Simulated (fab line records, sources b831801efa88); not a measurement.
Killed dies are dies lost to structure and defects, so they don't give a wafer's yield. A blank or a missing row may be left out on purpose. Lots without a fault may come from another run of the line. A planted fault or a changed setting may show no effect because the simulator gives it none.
Which tool did it? | flow gf180mcu | 11 lots, 33 wafers sampled, at 5 steps of a route of 602

WHAT THE GAUGES READ, wafer by wafer
GF_V3_RS_MEAS_24: measures by four-point-probe.
lot  | measured     | on            | V3_W_RS (ohm/sq)
L774 | day 22 18:35 | film_metro-04 | 0.328 0.329 0.329
L776 | day 23 06:39 | film_metro-04 | 0.332 0.333 0.329
L777 | day 23 09:29 | film_metro-03 | 0.321 0.330 0.322
L775 | day 23 11:47 | film_metro-04 | 0.331 0.322 0.329
L778 | day 24 03:10 | film_metro-04 | 0.324 0.326 0.327
L783 | day 25 13:07 | film_metro-03 | 0.326 0.333 0.325
L785 | day 26 03:41 | film_metro-01 | 0.332 0.328 0.327
L790 | day 27 22:58 | film_metro-01 | 0.318 0.327 0.320
L791 | day 28 06:04 | film_metro-03 | 0.324 0.324 0.320
L796 | day 29 10:35 | film_metro-04 | 0.334 0.321 0.325
L797 | day 29 14:59 | film_metro-03 | 0.329 0.328 0.327

GF_V4_THK_MEAS_03.
lot  | measured     | on            | V4_CVD_02_THK (nm)
L774 | day 23 18:52 | film_metro-04 | 858 869 860
L776 | day 24 06:08 | film_metro-04 | 861 841 860
L777 | day 24 08:56 | film_metro-04 | 845 853 860
L775 | day 24 11:23 | film_metro-01 | 849 856 855
L778 | day 25 02:12 | film_metro-04 | 841 860 849
L783 | day 26 11:18 | film_metro-01 | 835 844 856
L785 | day 27 02:02 | film_metro-04 | 844 847 839
L790 | day 28 20:17 | film_metro-04 | 879 886 879
L791 | day 29 03:22 | film_metro-04 | 881 887 903
L796 | day 30 07:05 | film_metro-02 | 838 818 829
L797 | day 30 10:55 | film_metro-04 | 834 840 839

WHICH TOOL RAN EACH LOT (tool, then ch and the chambers of the sampled wafers, then the start)
lot  | GF_M4_SPUTTER_00             | GF_M4_STRIP_17                       | GF_V4_CVD_02
L774 | pvd_sputter-01, day 22 19:02 | plasma_asher-03 ch 0,1, day 23 18:08 | pecvd-04 ch 0,1, day 23 18:46
L776 | pvd_sputter-02, day 23 07:08 | plasma_asher-03 ch 0,1, day 24 05:24 | pecvd-04 ch 0,1, day 24 06:04
L777 | pvd_sputter-01, day 23 09:58 | plasma_asher-04 ch 0,1, day 24 08:12 | pecvd-02 ch 0,1,2, day 24 08:52
L775 | pvd_sputter-02, day 23 12:16 | plasma_asher-02 ch 0,1, day 24 10:39 | pecvd-04 ch 1,2, day 24 11:19
L778 | pvd_sputter-01, day 24 03:38 | plasma_asher-04 ch 0,1, day 25 01:28 | pecvd-02 ch 1,2, day 25 02:08
L783 | pvd_sputter-01, day 25 13:33 | plasma_asher-02 ch 0,1, day 26 10:34 | pecvd-04 ch 0,1,2, day 26 11:13
L785 | pvd_sputter-01, day 26 04:10 | plasma_asher-02 ch 0,1, day 27 01:06 | pecvd-04 ch 0,1,2, day 27 01:58
L790 | pvd_sputter-02, day 27 23:26 | plasma_asher-04 ch 0,1, day 28 19:28 | pecvd-04 ch 0,1,2, day 28 20:13
L791 | pvd_sputter-01, day 28 06:31 | plasma_asher-02 ch 0,1, day 29 02:38 | pecvd-04 ch 0,2, day 29 03:16
L796 | pvd_sputter-02, day 29 11:06 | plasma_asher-02 ch 0,1, day 30 06:17 | pecvd-03 ch 0,1,2, day 30 07:01
L797 | pvd_sputter-01, day 29 15:28 | plasma_asher-04 ch 0,1, day 30 10:08 | pecvd-02 ch 0,1,2, day 30 10:50
- GF_M4_SPUTTER_00: material Ti, target thk 37.5 nm, time 150 s.
- GF_M4_STRIP_17: strips in O2/N2.
- GF_V4_CVD_02: deposits SiO2 from TEOS, target thk 850 nm, time 94.851 s.

WHAT THE TOOLS THEMSELVES READ (means of the sampled wafers that have a number; where no wafer has one, the mark that the record gives instead)
GF_M4_SPUTTER_00.
lot  | tool           | throttle_valve_pct (%)
L774 | pvd_sputter-01 | 30.4
L776 | pvd_sputter-02 | 29.7
L777 | pvd_sputter-01 | 30.1
L775 | pvd_sputter-02 | 30.3
L778 | pvd_sputter-01 | 30.7
L783 | pvd_sputter-01 | 30.4
L785 | pvd_sputter-01 | 30.9
L790 | pvd_sputter-02 | 29.5
L791 | pvd_sputter-01 | 30.8
L796 | pvd_sputter-02 | 30.6
L797 | pvd_sputter-01 | 29.9

GF_M4_STRIP_17.
lot  | tool            | drypump_motor_current_A (A) | heater_power_w (W) | oes_product_au (a.u.) | strip_time_to_endpoint_s (s)
L774 | plasma_asher-03 | 5.9                         | 292                | 0.532                 | 7.36
L776 | plasma_asher-03 | 6.3                         | 292                | 0.532                 | 7.32
L777 | plasma_asher-04 | 5.6                         | 331                | 0.537                 | 7.35
L775 | plasma_asher-02 | 5.6                         | 320                | 0.542                 | 7.39
L778 | plasma_asher-04 | 5.9                         | 353                | 0.539                 | 7.45
L783 | plasma_asher-02 | 5.3                         | 315                | 0.540                 | 7.34
L785 | plasma_asher-02 | 5.3                         | 316                | 0.533                 | 7.38
L790 | plasma_asher-04 | 5.9                         | 350                | 0.540                 | 7.42
L791 | plasma_asher-02 | 5.6                         | 321                | 0.535                 | 7.37
L796 | plasma_asher-02 | 5.3                         | 310                | 0.535                 | 7.43
L797 | plasma_asher-04 | 5.6                         | 337                | 0.534                 | 7.37

GF_V4_CVD_02.
lot  | tool     | heater_power_w (W) | rf_fwd_power_W (W)
L774 | pecvd-04 | 617                | 596.2
L776 | pecvd-04 | 645                | 598.8
L777 | pecvd-02 | 669                | 598.1
L775 | pecvd-04 | 599                | 596.8
L778 | pecvd-02 | 679                | 597.5
L783 | pecvd-04 | 669                | 595.7
L785 | pecvd-04 | 638                | 598.0
L790 | pecvd-04 | 589                | 693.5
L791 | pecvd-04 | 602                | 691.9
L796 | pecvd-03 | 695                | 595.7
L797 | pecvd-02 | 636                | 596.8

THE ANSWER, worked out from the rows above alone
Rule: what is usual is taken from the lots themselves. Put in order of their means at a reading, lots are off if they are a third of the lots or fewer, leave a main group of 4 or more, and stand apart from it by a gap of 3 or more times the standard deviation of the main group's means; of several such gaps the widest counts. A main group whose means are all the same, to the digits that the tables above print for the reading, isn't used. A lot without any number at a reading at which 4 lots or more have one is off too. The other lots that the step has rows for count as sound. The gauges are gone through in route order, then the tools' own readings, and for those a lot's mean is taken as printed above. The first step at which some lot is off is used, and at that step the reading that is off furthest; a lot without a number counts as furthest.
Off: L790, L791, at GF_V4_CVD_02 (rf_fwd_power_W). The main group: mean 597.1 W, standard deviation 1.
A tool fits if, at that step or a process step before it, it ran every lot that is off, and no sound lot after the first of them. One fits: pecvd-04 at GF_V4_CVD_02. Its last sound lot is L785 (day 27 01:58), its first lot that is off L790 (day 28 20:13): a fault that began between those two fits.
The tool's own readings at GF_V4_CVD_02 bear it out: on the lots that are off they differ by more than 5 times the standard deviation of the sound lots' means. rf_fwd_power_W reads 692.7 W there against 597.1 W on the sound lots.

WHAT THE SIMULATOR HAD PUT IN
Process parameter drift: pecvd-04, from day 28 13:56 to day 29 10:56, at GF_V4_CVD_02. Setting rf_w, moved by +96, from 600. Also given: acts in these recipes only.
Lots struck among those shown: L790, L791. The rule above found the same.
